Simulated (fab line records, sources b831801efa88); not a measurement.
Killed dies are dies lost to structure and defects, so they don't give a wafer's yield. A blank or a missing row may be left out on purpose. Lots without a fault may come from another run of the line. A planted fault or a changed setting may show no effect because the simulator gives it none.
Which tool did it? | flow gf180mcu | 10 lots, 30 wafers sampled, at 6 steps of a route of 602

WHAT THE GAUGES READ, wafer by wafer
GF_MIM_THK_MEAS_06. Usual: MIM_CVD_05_THK 41.9 nm, standard deviation 0.67.
lot  | measured     | on            | MIM_CVD_05_THK (nm) | flag
L983 | day 24 19:19 | film_metro-04 | 41.6 42.2 42.6      |
L987 | day 26 11:14 | film_metro-04 | 41.9 42.5 42.3      |
L991 | day 27 20:56 | film_metro-03 | 41.5 42.1 41.7      |
L992 | day 28 06:12 | film_metro-03 | 41.5 42.4 41.7      |
L997 | day 29 09:38 | film_metro-03 | 42.3 41.4 43.1      |
L998 | day 29 14:08 | film_metro-03 | 42.5 42.8 41.4      |
L100 | day 30 03:49 | film_metro-04 | 40.9 42.0 41.7      |
L102 | day 30 13:43 | film_metro-04 | 41.4 42.8 42.4      |
L103 | day 30 22:28 | film_metro-02 | 41.2 41.5 41.0      |
L105 | day 31 12:25 | film_metro-03 | 41.9 42.2 41.9      |

GF_MIM_RS_MEAS_10: measures by four-point-probe. Usual: MIM_ALCU_RS 0.1607 ohm/sq, standard deviation 0.002.
lot  | measured     | on            | MIM_ALCU_RS (ohm/sq) | flag
L983 | day 24 19:29 | film_metro-03 | 0.1596 0.1608 0.1592 |
L987 | day 26 11:24 | film_metro-04 | 0.1593 0.1590 0.1591 |
L991 | day 27 21:06 | film_metro-02 | 0.1716 0.1590 0.1580 |
L992 | day 28 06:22 | film_metro-02 | 0.1613 0.1609 0.1727 |
L997 | day 29 09:48 | film_metro-04 | 0.1603 0.1602 0.1603 |
L998 | day 29 14:19 | film_metro-02 | 0.1627 0.1643 0.1620 |
L100 | day 30 03:59 | film_metro-02 | 0.1601 0.1598 0.1606 |
L102 | day 30 13:53 | film_metro-03 | 0.1603 0.1592 0.1622 |
L103 | day 30 22:38 | film_metro-03 | 0.1612 0.1626 0.1626 |
L105 | day 31 12:35 | film_metro-02 | 0.1575 0.1574 0.1575 |

GF_MIM_THK_MEAS_11: measures by xrf. Usual: MIM_ALCU_THK 199.0 nm, standard deviation 2.4.
lot  | measured     | on            | MIM_ALCU_THK (nm) | flag
L983 | day 24 19:36 | film_metro-03 | 198.7 196.5 199.0 |
L987 | day 26 11:31 | film_metro-04 | 200.5 200.9 200.4 |
L991 | day 27 21:13 | film_metro-02 | 186.9 201.7 202.8 |
L992 | day 28 06:29 | film_metro-02 | 198.0 199.4 184.8 |
L997 | day 29 09:55 | film_metro-04 | 200.2 200.0 199.7 |
L998 | day 29 14:25 | film_metro-02 | 196.5 194.1 197.4 |
L100 | day 30 04:05 | film_metro-02 | 200.3 200.4 198.3 |
L102 | day 30 13:59 | film_metro-03 | 199.5 200.2 197.3 |
L103 | day 30 22:45 | film_metro-03 | 197.1 196.6 196.2 |
L105 | day 31 12:42 | film_metro-02 | 203.5 203.1 203.7 |

WHICH TOOL RAN EACH LOT (tool, then ch and the chambers of the sampled wafers, then the start)
lot  | GF_V4_CVD_02                    | GF_V4_ETCH_16                      | GF_MIM_SPUTTER_08
L983 | pecvd-04 ch 1,2, day 23 18:44   | rie_diel-03 ch 1,2,3, day 24 17:41 | pvd_sputter-03, day 24 19:25
L987 | pecvd-03 ch 0,1,2, day 25 11:42 | rie_diel-01 ch 0,2, day 26 09:38   | pvd_sputter-03, day 26 11:21
L991 | pecvd-04 ch 0,1, day 26 23:13   | rie_diel-03 ch 0,2,3, day 27 19:20 | pvd_sputter-03, day 27 21:02
L992 | pecvd-03 ch 0,1, day 27 07:30   | rie_diel-04 ch 0,2,3, day 28 04:35 | pvd_sputter-03, day 28 06:17
L997 | pecvd-03 ch 0,2, day 28 12:46   | rie_diel-03 ch 0,1,2, day 29 08:02 | pvd_sputter-02, day 29 09:44
L998 | pecvd-02 ch 0,1,2, day 28 16:52 | rie_diel-04 ch 0,1,3, day 29 12:31 | pvd_sputter-02, day 29 14:14
L100 | pecvd-02 ch 0,1, day 29 06:42   | rie_diel-01 ch 0,3, day 30 02:11   | pvd_sputter-04, day 30 03:53
L102 | pecvd-03 ch 0,1,2, day 29 16:55 | rie_diel-04 ch 0,2,3, day 30 12:05 | pvd_sputter-04, day 30 13:48
L103 | pecvd-02 ch 0,1,2, day 30 01:45 | rie_diel-04 ch 0,2,3, day 30 20:52 | pvd_sputter-02, day 30 22:35
L105 | pecvd-02 ch 0,1, day 30 15:57   | rie_diel-01 ch 0,1,2, day 31 10:49 | pvd_sputter-03, day 31 12:32
- GF_V4_CVD_02: deposits SiO2 from TEOS, target thk 850 nm, time 94.851 s.
- GF_V4_ETCH_16: etches BARC in N2/H2.
- GF_MIM_SPUTTER_08: material AlCu, target thk 200 nm, time 10.6 s.

WHAT THE TOOLS THEMSELVES READ (means of the sampled wafers that have a number; where no wafer has one, the mark that the record gives instead)
GF_V4_CVD_02. Usual: heater_power_w 681 W, standard deviation 100.
lot  | tool     | heater_power_w (W) | flag
L983 | pecvd-04 | 660                |
L987 | pecvd-03 | 566                |
L991 | pecvd-04 | 595                |
L992 | pecvd-03 | 635                |
L997 | pecvd-03 | 613                |
L998 | pecvd-02 | 733                |
L100 | pecvd-02 | 710                |
L102 | pecvd-03 | 535                |
L103 | pecvd-02 | 743                |
L105 | pecvd-02 | 686                |

GF_V4_ETCH_16. Usual: drypump_motor_current_A 5.8 A, standard deviation 0.5; oes_product_au 0.855 a.u., standard deviation 0.0047; throttle_valve_pct 13.225 %, standard deviation 0.0093.
lot  | tool        | drypump_motor_current_A (A) | oes_product_au (a.u.) | throttle_valve_pct (%) | flag
L983 | rie_diel-03 | 6.1                         | 0.852                 | 13.224                 |
L987 | rie_diel-01 | 5.9                         | 0.854                 | 13.223                 |
L991 | rie_diel-03 | 5.5                         | 0.856                 | 13.218                 |
L992 | rie_diel-04 | 5.9                         | 0.860                 | 13.220                 |
L997 | rie_diel-03 | 5.7                         | 0.851                 | 13.231                 |
L998 | rie_diel-04 | 5.9                         | 0.856                 | 13.219                 |
L100 | rie_diel-01 | 6.1                         | 0.851                 | 13.224                 |
L102 | rie_diel-04 | 5.9                         | 0.858                 | 13.223                 |
L103 | rie_diel-04 | 6.0                         | 0.854                 | 13.233                 |
L105 | rie_diel-01 | 5.9                         | 0.859                 | 13.221                 |

GF_MIM_SPUTTER_08. Usual: cathode_dc_power_W 10600 W, standard deviation 2; throttle_valve_pct 30.2 %, standard deviation 0.84.
lot  | tool           | cathode_dc_power_W (W) | throttle_valve_pct (%) | flag
L983 | pvd_sputter-03 | 10600                  | 29.6                   |
L987 | pvd_sputter-03 | 10601                  | 29.7                   |
L991 | pvd_sputter-03 | 10326                  | 29.9                   | OFF
L992 | pvd_sputter-03 | 10324                  | 29.7                   | OFF
L997 | pvd_sputter-02 | 10602                  | 29.4                   |
L998 | pvd_sputter-02 | 10601                  | 29.7                   |
L100 | pvd_sputter-04 | 10600                  | 31.7                   |
L102 | pvd_sputter-04 | 10602                  | 31.2                   |
L103 | pvd_sputter-02 | 10599                  | 29.9                   |
L105 | pvd_sputter-03 | 10601                  | 29.6                   |

THE ANSWER, worked out from the rows above alone
Rule: a lot is off if the mean of its wafers that have a number lies more than 3 standard deviations from the usual mean. A lot without any number at a reading at which 4 lots or more have one is off too. The other lots that the step has rows for count as sound. The gauges are gone through in route order, then the tools' own readings, and for those a lot's mean is taken as printed above. The first step at which some lot is off is used, and at that step the reading that is off furthest; a lot without a number counts as furthest.
Off: L991, L992, at GF_MIM_SPUTTER_08 (cathode_dc_power_W).
A tool fits if, at that step or a process step before it, it ran every lot that is off, and no sound lot after the first of them. None of those tried fits.

WHAT THE SIMULATOR HAD PUT IN
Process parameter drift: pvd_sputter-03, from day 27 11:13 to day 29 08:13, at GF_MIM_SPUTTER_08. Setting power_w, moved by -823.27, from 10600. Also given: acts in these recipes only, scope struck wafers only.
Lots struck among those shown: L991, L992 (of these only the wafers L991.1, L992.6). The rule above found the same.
